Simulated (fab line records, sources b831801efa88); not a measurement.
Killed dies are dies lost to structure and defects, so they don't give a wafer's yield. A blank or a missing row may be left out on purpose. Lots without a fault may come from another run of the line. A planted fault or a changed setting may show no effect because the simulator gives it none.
fab line records | flow sky130
record lots=6 wafers=18 last_day=50
route steps=708 shown VIA4@651 METAL5@661 PAD_OPEN@708
lots that met no fault: from a run of the same line without faults
start_h: hours from the record's first day to the start of the lot's first wafer shown | wait_h: hours since the lot's step before | " the same as in the row above | L1.1+2: a row that stands for several wafers | - no value, or no start given | * or withheld: withheld | < > ~ a bound
route shown NAME@n: a module of which the file shows steps, and the number in the route of the first | usual: mean/standard deviation of fault-free wafers | same: alike in all rows | chamber/n: place in a boat | sites: the reading at each site | _std_site: their standard deviation | _edge_site: outer sites' mean less inner sites' | radius_mm: how far each site lies from the wafer's centre | mask NAME#n: copy n | behind: the tool/chamber that last shaped the wafer | hold: why the lot was held/for how many hours/how that ended | device: the transistor (n, p or np) that didn't switch | end of line: the same wafers' tests at the end of the route | a step without rows: its recipe alone | killed: dies lost to structure and defects at the first sort, not the wafer's yield | map: a wafer's dies, x killed, . not, _ none there
set.NAME: the setting as run; set.NAME@STEP: as run at that earlier step | model.NAME: the simulator's own value behind a step, which no gauge read
lots at some steps of the route; a table a step, a row a wafer
services: from which hour (start_h, from the record's first day; less than 0 if before it) a tool's chamber was out of use, for how many hours, and why
## steps
# step SKY_VIA4_ETCH_12
# recipe target=SiO2 chemistry=C4F8/O2/Ar stop_on=TiN mask_material=NOVOLAK source_w=1500 bias_w=1200 pressure_mtorr=40 c4f8_flow_sccm=withheld O2_flow_sccm=6 Ar_flow_sccm=300 time_s=withheld target_depth_a=5800
# usual oes_product_au=0.926/0.0048
# columns lot.wafer tool chamber start_h wait_h oes_product_au
L141.2 rie_diel-04 1 988.03 0.0 0.931
L141.4 " 0 " " 0.929
L141.6 " 3 " " 0.921
L148.3 rie_diel-02 0 1047.38 0.0 0.920
L148.4 " 1 " " 0.921
L148.6 " 1 " " 0.919
L153.2 rie_diel-03 2 1068.88 0.0 0.928
L153.4 " 1 " " 0.921
L153.6 " 0 " " 0.926
L158.1 rie_diel-03 2 1103.57 0.0 0.927
L158.2 " 1 " " 0.927
L158.5 " 2 " " 0.921
L161.2 rie_diel-03 2 1140.72 0.0 0.935
L161.5 " 0 " " 0.927
L161.6 " 3 " " 0.923
L162.2 rie_diel-02 3 1143.38 0.0 0.925
L162.4 " 0 " " 0.920
L162.6 " 0 " " 0.927
# step SKY_VIA4_STRIP_13
# recipe chemistry=O2/N2 power_w=1400 pressure_mtorr=1500 platen_temp_c=withheld o2_flow_sccm=3000 n2_flow_sccm=300 overash_fraction=0.5
# usual drypump_motor_current_A=5.8/0.44 n2_flow_sccm=299.9/1 oes_product_au=0.709/0.0043 strip_time_to_endpoint_s=12.798/0.026
# columns lot.wafer tool chamber start_h wait_h drypump_motor_current_A n2_flow_sccm oes_product_au rf_hours_counter_h strip_time_to_endpoint_s
L141.2 plasma_asher-04 0 988.10 - 6.2 300.4 0.711 88 12.789
L141.4 " 0 " " 6.3 300.5 0.709 - 12.820
L141.6 " 0 " " 6.2 299.3 0.702 - 12.854
L148.3 plasma_asher-03 0 1047.48 - 5.0 300.6 0.711 - 12.778
L148.4 " 1 " " 6.1 299.1 0.710 - 12.767
L148.6 " 1 " " 6.1 300.1 0.707 - 12.792
L153.2 plasma_asher-03 1 1068.95 - 6.1 300.5 0.719 62 12.836
L153.4 " 1 " " 6.1 299.1 0.710 - 12.817
L153.6 " 1 " " 6.1 300.0 0.707 - 12.825
L158.1 plasma_asher-03 0 1103.65 - 5.0 299.2 0.712 65 12.807
L158.2 " 1 " " 6.1 300.6 0.706 65 12.825
L158.5 " 0 " " 4.9 300.1 0.720 - 12.810
L161.2 plasma_asher-01 0 1140.80 - 6.1 300.8 0.708 7 12.770
L161.5 " 0 " " 6.1 299.2 0.706 - 12.750
L161.6 " 1 " " 5.7 299.0 0.707 - 12.784
L162.2 plasma_asher-03 1 1143.45 - 6.1 292.3 0.709 68 12.803
L162.4 " 1 " " 6.1 300.9 0.709 - 12.808
L162.6 " 0 " " 5.0 299.4 0.709 - 12.773
# step SKY_VIA4_STRIP_14
# recipe chemistry=post_etch_residue_remover time_s=1200 temp_c=72.5
# step SKY_VIA4_CLEAN_15
# recipe chemistry=IPA time_s=180 temp_c=25
# step SKY_VIA4_CLEAN_16
# recipe chemistry=O3/DIW dry=n2_spin
# step SKY_VIA4_SPUTTER_17
# recipe material=TiN target_thk_nm=20 chamber_pressure_pa=5 power_w=4000 time_s=80
# usual throttle_valve_pct=30.3/0.99
# same time_s=80
# columns lot.wafer tool chamber start_h wait_h throttle_valve_pct
L141.2 pvd_sputter-04 - 988.69 0.0 29.5
L141.4 " - " " 30.7
L141.6 " - " " 29.5
L148.3 pvd_sputter-01 - 1048.10 0.0 30.0
L148.4 " - " " 30.3
L148.6 " - " " 30.4
L153.2 pvd_sputter-04 - 1069.58 0.0 30.7
L153.4 " - " " 28.6
L153.6 " - " " 28.4
L158.1 pvd_sputter-01 - 1104.26 0.0 31.5
L158.2 " - " " 30.4
L158.5 " - " " 31.3
L161.2 pvd_sputter-02 - 1141.43 0.0 28.7
L161.5 " - " " 29.4
L161.6 " - " " 30.1
L162.2 pvd_sputter-01 - 1144.08 0.0 29.9
L162.4 " - " " 30.4
L162.6 " - " " 30.4
# step SKY_VIA4_CVD_18
# recipe material=W target_thk_nm=505 time_s=152.14 temp_c=400 pressure_torr=40
# step SKY_VIA4_RS_MEAS_19
# recipe thk_meas_gauge=four-point-probe reads=W_of_VIA4_CVD_18+TiN_of_VIA4_SPUTTER_17
# usual VIA4_W_RS=0.2263/0.0027
# columns lot.wafer tool chamber start_h wait_h VIA4_W_RS[ohm/sq]
L141.2 film_metro-04 - 988.92 0.1 0.2226
L141.4 " - " " 0.2259
L141.6 " - " " 0.2266
L148.3 film_metro-01 - 1048.35 0.1 0.2268
L148.4 " - " " 0.2271
L148.6 " - " " 0.2260
L153.2 film_metro-04 - 1069.81 0.1 0.2243
L153.4 " - " " 0.2229
L153.6 " - " " 0.2254
L158.1 film_metro-04 - 1104.48 0.1 0.2246
L158.2 " - " " 0.2224
L158.5 " - " " 0.2218
L161.2 film_metro-04 - 1141.66 0.1 0.2210
L161.5 " - " " 0.2205
L161.6 " - " " 0.2235
L162.2 film_metro-04 - 1144.33 0.1 0.2253
L162.4 " - " " 0.2256
L162.6 " - " " 0.2256
# step SKY_VIA4_THK_MEAS_20
# recipe thk_meas_gauge=xrf reads=W_of_VIA4_CVD_18
# usual VIA4_W_THK=479/7.5
# columns lot.wafer tool chamber start_h wait_h VIA4_W_THK[nm]
L141.2 film_metro-04 - 989.03 0.1 494
L141.4 " - " " 486
L141.6 " - " " 483
L148.3 film_metro-01 - 1048.45 0.1 477
L148.4 " - " " 476
L148.6 " - " " 474
L153.2 film_metro-04 - 1069.92 0.1 484
L153.4 " - " " 487
L153.6 " - " " 485
L158.1 film_metro-04 - 1104.60 0.1 486
L158.2 " - " " 489
L158.5 " - " " 493
L161.2 film_metro-04 - 1141.77 0.1 490
L161.5 " - " " 496
L161.6 " - " " 490
L162.2 film_metro-04 - 1144.44 0.1 486
L162.4 " - " " 486
L162.6 " - " " 486
# step SKY_VIA4_CMP_21
# recipe stop_on=SiO2 t_overpolish_s=25 down_force_psi=3.5 platen_rpm=60 target_thk_nm=0 pad_velocity_m_s=0.94248
# step SKY_METAL5_SPUTTER_00
# recipe material=Ti target_thk_nm=15 power_w=3000 time_s=10 chamber_pressure_pa=0.4
# usual throttle_valve_pct=30.0/1.4
# same time_s=10
# columns lot.wafer tool chamber start_h wait_h throttle_valve_pct
L141.2 pvd_sputter-03 - 989.55 0.2 28.2
L141.4 " - " " 28.2
L141.6 " - " " 28.4
L148.3 pvd_sputter-02 - 1048.79 0.2 29.2
L148.4 " - " " 30.4
L148.6 " - " " 28.8
L153.2 pvd_sputter-02 - 1070.27 0.2 28.8
L153.4 " - " " 32.5
L153.6 " - " " 29.3
L158.1 pvd_sputter-02 - 1104.96 0.1 32.7
L158.2 " - " " 28.9
L158.5 " - " " 29.4
L161.2 pvd_sputter-01 - 1142.12 0.1 30.1
L161.5 " - " " 30.0
L161.6 " - " " 30.4
L162.2 pvd_sputter-01 - 1144.91 0.2 30.0
L162.4 " - " " 31.4
L162.6 " - " " 30.4
# step SKY_METAL5_SPUTTER_01
# recipe material=TiN target_thk_nm=20 power_w=6500 time_s=16.7 chamber_pressure_pa=0.4
# step SKY_METAL5_SPUTTER_02
# recipe material=AlCu target_thk_nm=1150 power_w=10450 time_s=61.2 chamber_pressure_pa=0.4
# usual throttle_valve_pct=30.0/1.4
# columns lot.wafer tool chamber start_h wait_h throttle_valve_pct model.AlCu_of_METAL5_SPUTTER_02.thk_nm
L141.2 pvd_sputter-03 - 989.60 0.0 28.2 1124
L141.4 " - " " 28.2 1134
L141.6 " - " " 28.1 1130
L148.3 pvd_sputter-02 - 1048.84 0.0 29.4 1130
L148.4 " - " " 30.4 1130
L148.6 " - " " 28.8 1124
L153.2 pvd_sputter-02 - 1070.32 0.0 28.7 735.4
L153.4 " - " " 32.5 741
L153.6 " - " " 29.3 1147
L158.1 pvd_sputter-02 - 1105.00 0.0 32.6 1150
L158.2 " - " " 28.8 749.6
L158.5 " - " " 29.2 749.8
L161.2 pvd_sputter-01 - 1142.17 0.0 30.0 1118
L161.5 " - " " 30.1 1117
L161.6 " - " " 30.2 1117
L162.2 pvd_sputter-01 - 1144.96 0.0 30.2 1134
L162.4 " - " " 31.5 1133
L162.6 " - " " 30.0 1136
# step SKY_METAL5_SPUTTER_03
# recipe material=Ti target_thk_nm=5 power_w=3000 time_s=3.3 chamber_pressure_pa=0.4
# step SKY_METAL5_SPUTTER_04
# recipe material=TiN target_thk_nm=70 power_w=6500 time_s=58.3 chamber_pressure_pa=0.4
# step SKY_METAL5_RS_MEAS_05
# recipe thk_meas_gauge=four-point-probe reads=TiN_of_METAL5_SPUTTER_04+Ti_of_METAL5_SPUTTER_03+AlCu_of_METAL5_SPUTTER_02+TiN_of_METAL5_SPUTTER_01+Ti_of_METAL5_SPUTTER_00
# usual METAL5_ALCU_RS=0.02747/0.00028
# columns lot.wafer tool chamber start_h wait_h METAL5_ALCU_RS[ohm/sq]
L141.2 film_metro-04 - 989.74 0.0 0.02758
L141.4 " - " " 0.02746
L141.6 " - " " 0.02751
L148.3 film_metro-03 - 1049.00 0.1 0.02767
L148.4 " - " " 0.02756
L148.6 " - " " 0.02772
L153.2 film_metro-04 - 1070.46 0.0 0.04231
L153.4 " - " " 0.04202
L153.6 " - " " 0.02708
L158.1 film_metro-04 - 1105.12 0.0 0.02704
L158.2 " - " " 0.04168
L158.5 " - " " 0.04155
L161.2 film_metro-04 - 1142.31 0.0 0.02787
L161.5 " - " " 0.02789
L161.6 " - " " 0.02786
L162.2 film_metro-03 - 1145.10 0.0 0.02745
L162.4 " - " " 0.02751
L162.6 " - " " 0.0274
# step SKY_METAL5_THK_MEAS_06
# recipe thk_meas_gauge=xrf reads=AlCu_of_METAL5_SPUTTER_02
# usual METAL5_ALCU_THK=1121/10
# columns lot.wafer tool chamber start_h wait_h METAL5_ALCU_THK[nm]
L141.2 film_metro-04 - 989.85 0.1 1112
L141.4 " - " " 1119
L141.6 " - " " 1116
L148.3 film_metro-03 - 1049.10 0.1 1124
L148.4 " - " " 1130
L148.6 " - " " 1117
L153.2 film_metro-04 - 1070.57 0.1 726
L153.4 " - " " 733
L153.6 " - " " 1132
L158.1 film_metro-04 - 1105.24 0.1 1131
L158.2 " - " " 739
L158.5 " - " " 739
L161.2 film_metro-04 - 1142.42 0.1 1111
L161.5 " - " " 1105
L161.6 " - " " 1105
L162.2 film_metro-03 - 1145.21 0.1 1124
L162.4 " - " " 1123
L162.6 " - " " 1123
# step SKY_METAL5_DEHYDRATE_07
# recipe temp_c=200 time_s=60
# step SKY_METAL5_HMDS_08
# recipe prime_time_s=60 prime_temp_c=120
# step SKY_METAL5_COAT_09
# recipe resist=NOVOLAK spin_rpm=3000 resist_thk_nm=1800
# step SKY_METAL5_SOFTBAKE_10
# recipe temp_c=90 time_s=60 resist=NOVOLAK
# step SKY_METAL5_EXPOSE_11
# recipe mask_id=MM5 na=0.6 source_shape=conventional sigma_outer=0.6 polarization=unpolarized target_cd_nm=1600 dose_mj=192.2
# step SKY_METAL5_PEB_12
# recipe temp_c=withheld time_s=* resist=NOVOLAK
# step SKY_METAL5_DEVELOP_13
# recipe resist=NOVOLAK developer=TMAH develop_time_s=60 dev_temp_c=23
# step SKY_METAL5_DESCUM_14
# recipe chemistry=O2 source_power_w=150 bias_power_w=0 pressure_mtorr=10 temp_c=40 time_s=11
# usual drypump_motor_current_A=5.6/0.43 oes_product_au=1.001/0.0075
# same time_s=11
# columns lot.wafer tool chamber start_h wait_h drypump_motor_current_A oes_product_au rf_hours_counter_h
L141.2 rie_metal-01 0 1012.79 0.1 5.1 1.001 11
L141.4 " 1 " " 5.8 1.003 -
L141.6 " 0 " " 5.1 0.986 -
L148.3 rie_metal-02 1 1069.10 0.1 5.4 1.003 -
L148.4 " 0 " " 6.4 1.009 -
L148.6 " 0 " " 6.3 1.006 -
L153.2 rie_metal-02 1 1090.30 0.1 5.4 1.008 6
L153.4 " 1 " " 5.4 1.003 -
L153.6 " 0 " " 6.4 0.997 -
L158.1 rie_metal-02 0 1124.34 0.1 6.4 1.003 21
L158.2 " 1 " " 5.4 1.001 9
L158.5 " 1 " " 5.4 0.997 -
L161.2 rie_metal-04 0 1158.94 0.1 5.8 1.002 17
L161.5 " 1 " " 5.2 1.011 -
L161.6 " 0 " " 5.9 1.003 -
L162.2 rie_metal-01 0 1161.84 0.1 5.1 0.991 22
L162.4 " 1 " " 5.8 0.999 -
L162.6 " 1 " " 5.8 0.997 -
# step SKY_METAL5_METAL_ETCH_15
# recipe target_depth_a=12600 stop_on=SiO2 over_etch_frac=0.2 time_s=252 chemistry=Cl2/BCl3 resist_sidewall_deg=86 pressure_mtorr=10 icp_w=900 bias_w=48.5 Cl2_flow_sccm=60 bcl3_flow_sccm=30
# usual drypump_motor_current_A=5.6/0.43 oes_product_au=0.893/0.0053 throttle_valve_pct=22.264/0.0083
# same over_etch_frac=0.2 time_s=252
# columns lot.wafer tool chamber start_h wait_h drypump_motor_current_A oes_product_au rf_hours_counter_h throttle_valve_pct
L141.2 rie_metal-01 0 1012.82 0.0 5.1 0.891 11 22.264
L141.4 " 1 " " 5.8 0.896 - 22.269
L141.6 " 0 " " 5.1 0.903 - 22.269
L148.3 rie_metal-02 1 1069.20 0.1 5.4 0.896 - 22.259
L148.4 " 0 " " 6.4 0.888 - 22.282
L148.6 " 0 " " 6.4 0.886 - 22.271
L153.2 rie_metal-02 1 1090.33 0.0 5.4 0.735 6 22.269
L153.4 " 1 " " 5.4 0.740 - 22.258
L153.6 " 0 " " 6.4 0.890 - 22.253
L158.1 rie_metal-02 0 1124.37 0.0 6.3 0.902 21 22.267
L158.2 " 1 " " 5.4 0.739 9 22.260
L158.5 " 1 " " 5.4 0.739 - 22.254
L161.2 rie_metal-04 0 1158.97 0.0 5.8 0.895 17 22.260
L161.5 " 1 " " 5.1 0.887 - 22.261
L161.6 " 0 " " 5.8 0.891 - 22.258
L162.2 rie_metal-01 0 1161.88 0.0 5.1 0.896 22 22.267
L162.4 " 1 " " 5.8 0.897 - 22.262
L162.6 " 1 " " 5.7 0.889 - 22.272
# step SKY_METAL5_STRIP_16
# recipe chemistry=O2/N2 power_w=1400 pressure_mtorr=1500 platen_temp_c=withheld o2_flow_sccm=3000 n2_flow_sccm=300 overash_fraction=0.5
# step SKY_PAD_OPEN_PROBE_99
# usual defect_limited_yield=82.6/2 killed_at_M0_to_M3=43/7.3 killed_at_M4_up=3.1/1.7 killed_at_contacts=24/4.7 killed_at_front_end=15/4.6 killed_at_other=0.3/0.55 killed_dies=86/9.7 killed_open=47/6.7 killed_short=39/6.5 sort_bin_3_pad_short=0.9/0.41 sort_bin_5_function=10.3/1.5 sort_bin_6_memory=6.2/1.1 sort_n_pass=406/9.7 sort_yield_pct=82.6/2
# same gross_dies=492 killed_at_back_side=0 sort_bin_4_leakage[%]=0 sort_bin_8_speed[%]=0
# columns lot.wafer tool chamber start_h wait_h defect_limited_yield[%] killed_at_M0_to_M3 killed_at_M4_up killed_at_contacts killed_at_front_end killed_at_other killed_dies killed_open killed_short sort_bin_3_pad_short[%] sort_bin_5_function[%] sort_bin_6_memory[%] sort_n_pass sort_yield_pct[%] model.etest.via4_chain.rc_ohm model.etest.met5.rs_ohm_sq model.etest.met5.line_ohm_um
L141.2 prober-01 - 1059.61 0.1 79.1 42 3 31 27 0 103 55 48 1.8 11.6 7.5 389 79.1 0.7962 0.02737 0.01716
L141.4 prober-01 - 1059.71 0.2 79.9 45 4 27 23 0 99 50 49 1.4 13.2 5.5 393 79.9 0.8076 0.02762 0.01724
L141.6 prober-01 - 1059.81 0.2 83.9 38 1 31 8 1 79 41 38 0.6 10.0 5.5 413 83.9 0.7806 0.0277 0.01736
L148.3 prober-02 - 1112.12 0.2 83.9 29 8 24 18 0 79 38 41 0.6 9.6 5.9 413 83.9 0.802 0.02764 0.01738
L148.4 prober-02 - 1112.17 0.2 85.6 39 4 17 11 0 71 37 34 1.2 9.3 3.9 421 85.6 0.8157 0.02748 0.0173
L148.6 prober-02 - 1112.27 0.2 82.9 49 4 16 14 1 84 41 43 0.6 9.1 7.3 408 82.9 0.7992 0.02759 0.01731
L153.2 prober-02 - 1133.16 0.1 83.5 39 3 20 19 0 81 48 33 0 9.6 6.9 411 83.5 0.855 0.04296 0.02691
L153.4 prober-02 - 1133.26 0.2 85.2 45 3 14 11 0 73 43 30 0.8 6.9 7.1 419 85.2 0.871 0.04252 0.02669
L153.6 prober-02 - 1133.36 0.2 81.3 53 1 22 16 0 92 51 41 1.4 12.4 4.9 400 81.3 0.8074 0.02723 0.01709
L158.1 prober-02 - 1163.66 0.1 85.4 27 1 24 20 0 72 46 26 0.4 9.8 4.5 420 85.4 0.7977 0.02702 0.01693
L158.2 prober-02 - 1163.71 0.1 84.8 41 2 22 10 0 75 48 27 0.4 10.2 4.7 417 84.8 0.8521 0.0418 0.02621
L158.5 prober-02 - 1163.86 0.2 84.3 34 2 28 13 0 77 48 29 0 10.2 5.5 415 84.3 0.8197 0.04157 0.02609
L161.2 prober-01 - 1194.61 0.1 82.5 36 1 29 20 0 86 54 32 0.6 9.6 7.3 406 82.5 0.8108 0.0281 0.01771
L161.5 prober-01 - 1194.76 0.2 86.2 35 1 20 12 0 68 34 34 0.4 7.3 6.1 424 86.2 0.8 0.02773 0.01731
L161.6 prober-01 - 1194.81 0.2 85.4 34 2 22 13 1 72 40 32 0.4 8.5 5.7 420 85.4 0.7968 0.02821 0.01775
L162.2 prober-01 - 1197.36 0.1 84.8 36 3 24 12 0 75 31 44 1.2 8.7 5.3 417 84.8 0.8055 0.02748 0.01719
L162.4 prober-01 - 1197.46 0.2 81.3 46 0 21 24 1 92 53 39 1.0 9.8 7.9 400 81.3 0.802 0.02754 0.01722
L162.6 prober-01 - 1197.56 0.2 81.7 29 6 32 23 0 90 48 42 1.2 10.6 6.5 402 81.7 0.7664 0.02741 0.01712
# killed by level:class
L141.2 CONTACT:geometric_particle:open=17 METAL2:geometric_particle:short=9 POLY_GATE:geometric_particle:short=7 VIA3:geometric_particle:open=7 VIA1:geometric_particle:open=7 LI_CONTACT:geometric_particle:open=6 METAL1:geometric_particle:short=6 POLY_GATE:geometric_particle:open=5
L141.4 CONTACT:geometric_particle:open=11 POLY_GATE:geometric_particle:short=9 VIA1:geometric_particle:open=8 LI_CONTACT:geometric_particle:open=7 VIA1:geometric_particle:short=7 METAL2:geometric_particle:short=7 VIA2:geometric_particle:open=6 FIELD_ISO:geometric_particle:short=5
L141.6 LI_CONTACT:geometric_particle:open=10 VIA1:geometric_particle:open=10 CONTACT:geometric_particle:open=9 METAL1:geometric_particle:short=7 VIA3:geometric_particle:open=6 VIA1:geometric_particle:short=6 CONTACT:geometric_particle:short=5 LI_CONTACT:geometric_particle:short=4
L148.3 LI_CONTACT:geometric_particle:open=9 METAL4:geometric_particle:short=8 CONTACT:geometric_particle:short=6 CONTACT:geometric_particle:open=6 FIELD_ISO:geometric_particle:open=4 POLY_GATE:geometric_particle:open=4 POLY_GATE:geometric_particle:short=4 VIA1:geometric_particle:open=4
L148.4 VIA1:geometric_particle:open=10 METAL1:geometric_particle:short=6 VIA3:geometric_particle:open=5 CONTACT:geometric_particle:open=5 POLY_GATE:geometric_particle:open=4 METAL3:geometric_particle:short=4 FIELD_ISO:geometric_particle:short=3 VIA1:geometric_particle:short=3
L148.6 METAL1:geometric_particle:short=9 VIA3:geometric_particle:open=8 VIA2:geometric_particle:open=7 FIELD_ISO:geometric_particle:open=6 CONTACT:geometric_particle:open=6 VIA1:geometric_particle:open=6 METAL3:geometric_particle:short=5 METAL2:geometric_particle:short=5
L153.2 CONTACT:geometric_particle:open=10 FIELD_ISO:geometric_particle:open=9 VIA1:geometric_particle:open=8 METAL1:geometric_particle:short=6 VIA2:geometric_particle:short=5 LI_CONTACT:geometric_particle:open=4 VIA1:geometric_particle:short=4 VIA3:geometric_particle:open=4
L153.4 VIA1:geometric_particle:open=10 VIA2:geometric_particle:open=7 VIA3:geometric_particle:open=6 CONTACT:geometric_particle:short=4 CONTACT:geometric_particle:open=4 VIA1:geometric_particle:short=4 METAL3:geometric_particle:short=4 POLY_GATE:geometric_particle:short=3
L153.6 VIA1:geometric_particle:open=12 LI_CONTACT:geometric_particle:open=8 VIA1:geometric_particle:short=8 METAL1:geometric_particle:short=7 CONTACT:geometric_particle:open=7 VIA2:geometric_particle:short=7 VIA3:geometric_particle:open=7 VIA2:geometric_particle:open=6
L158.1 VIA1:geometric_particle:open=10 CONTACT:geometric_particle:open=9 POLY_GATE:geometric_particle:open=6 LOCAL_INTERCONNECT:geometric_particle:short=5 CONTACT:geometric_particle:short=5 VIA1:geometric_particle:short=5 FIELD_ISO:geometric_particle:open=4 LI_CONTACT:geometric_particle:open=3
L158.2 VIA1:geometric_particle:open=12 LI_CONTACT:geometric_particle:open=7 CONTACT:geometric_particle:open=6 VIA2:geometric_particle:open=6 VIA1:geometric_particle:short=5 VIA3:geometric_particle:open=5 CONTACT:geometric_particle:short=4 FIELD_ISO:geometric_particle:open=3
L158.5 LI_CONTACT:geometric_particle:open=12 VIA3:geometric_particle:open=8 CONTACT:geometric_particle:open=7 VIA1:geometric_particle:open=7 FIELD_ISO:geometric_particle:short=4 CONTACT:geometric_particle:short=4 FIELD_ISO:geometric_particle:open=3 METAL1:geometric_particle:short=3
L161.2 CONTACT:geometric_particle:open=9 LI_CONTACT:geometric_particle:open=9 VIA2:geometric_particle:open=9 POLY_GATE:geometric_particle:open=7 FIELD_ISO:geometric_particle:open=6 VIA1:geometric_particle:open=6 VIA1:geometric_particle:short=6 LI_CONTACT:geometric_particle:short=5
L161.5 METAL2:geometric_particle:short=8 CONTACT:geometric_particle:open=7 VIA2:geometric_particle:open=7 CONTACT:geometric_particle:short=6 FIELD_ISO:geometric_particle:open=4 FIELD_ISO:geometric_particle:short=4 VIA1:geometric_particle:open=4 METAL3:geometric_particle:short=4
L161.6 LI_CONTACT:geometric_particle:open=7 VIA1:geometric_particle:open=7 VIA2:geometric_particle:open=7 LI_CONTACT:geometric_particle:short=6 FIELD_ISO:geometric_particle:open=5 VIA3:geometric_particle:open=5 FIELD_ISO:geometric_particle:short=4 CONTACT:geometric_particle:open=4
L162.2 LOCAL_INTERCONNECT:geometric_particle:short=12 VIA1:geometric_particle:open=9 VIA1:geometric_particle:short=6 CONTACT:geometric_particle:open=5 VIA2:geometric_particle:open=4 METAL1:geometric_particle:short=4 VIA3:geometric_particle:open=4 POLY_GATE:geometric_particle:open=3
L162.4 VIA1:geometric_particle:open=12 LI_CONTACT:geometric_particle:open=9 VIA2:geometric_particle:open=8 POLY_GATE:geometric_particle:short=7 METAL2:geometric_particle:short=6 CONTACT:geometric_particle:open=5 VIA3:geometric_particle:open=5 FIELD_ISO:geometric_particle:short=4
L162.6 CONTACT:geometric_particle:open=10 VIA1:geometric_particle:open=8 FIELD_ISO:geometric_particle:open=7 LI_CONTACT:geometric_particle:open=7 LOCAL_INTERCONNECT:geometric_particle:short=7 FIELD_ISO:geometric_particle:short=5 CONTACT:geometric_particle:short=5 POLY_GATE:geometric_particle:open=4
## services
# columns tool chamber start_h hours kind
rie_diel-02 0 964.44 3.2 repair
rie_diel-04 1 970.45 13.9 repair
pvd_sputter-02 - 973.16 1.4 repair
rie_diel-03 - 988.49 0.9 repair
rie_metal-04 - 997.74 2.6 repair
rie_diel-03 1 1018.64 4.1 repair
pvd_sputter-04 - 1020.55 11.3 repair
rie_diel-03 - 1029.07 0.3 repair
rie_diel-02 3 1035.59 2.8 repair
rie_diel-02 1 1037.92 7.3 repair
rie_diel-04 - 1048.79 0.7 repair
plasma_asher-01 - 1055.25 9.0 pm
pvd_sputter-03 - 1096.05 2.5 repair
rie_diel-02 1 1103.89 4.5 repair
pvd_sputter-01 - 1105.23 4.9 repair
rie_diel-04 1 1110.72 3.7 repair
rie_diel-02 2 1110.85 1.6 repair
rie_diel-04 - 1118.77 15.6 pm
rie_diel-02 - 1123.35 2.8 pm
pvd_sputter-04 - 1127.94 20.7 repair
pvd_sputter-02 3 1130.21 - consumable_replace:kit
pvd_sputter-02 3 1130.21 18.0 scheduled_down
rie_diel-04 - 1146.31 0.5 repair
rie_metal-02 0 1147.71 10.1 repair
## key
first_sign step=SKY_METAL5_RS_MEAS_05 reading=METAL5_ALCU_RS direction=up sigmas=52 usual=0.02747 struck=0.04189
effect step=SKY_METAL5_THK_MEAS_06 reading=METAL5_ALCU_THK direction=down sigmas=38 usual=1121 struck=734
effect step=SKY_METAL5_METAL_ETCH_15 reading=oes_product_au direction=down sigmas=29 usual=0.893 struck=0.738
model_effect step=SKY_METAL5_SPUTTER_02 value=AlCu_of_METAL5_SPUTTER_02.thk_nm without=1140 struck=743.9
model_effect step=SKY_PAD_OPEN_PROBE_99 value=etest.via4_chain.rc_ohm without=0.812 struck=0.8494
met_at SKY_METAL5_SPUTTER_02
struck_wafers L153.2,L153.4,L158.2,L158.5
onset_between 1048.84 1070.32
fault kind=process_parameter_drift tool=pvd_sputter-02 chamber=- onset_h=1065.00 steps=SKY_METAL5_SPUTTER_02 channel=target_thk_nm offset=-401.7 shape=step end_h=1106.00 scope=struck_wafers_only acts_in=these_recipes_only stated=1150
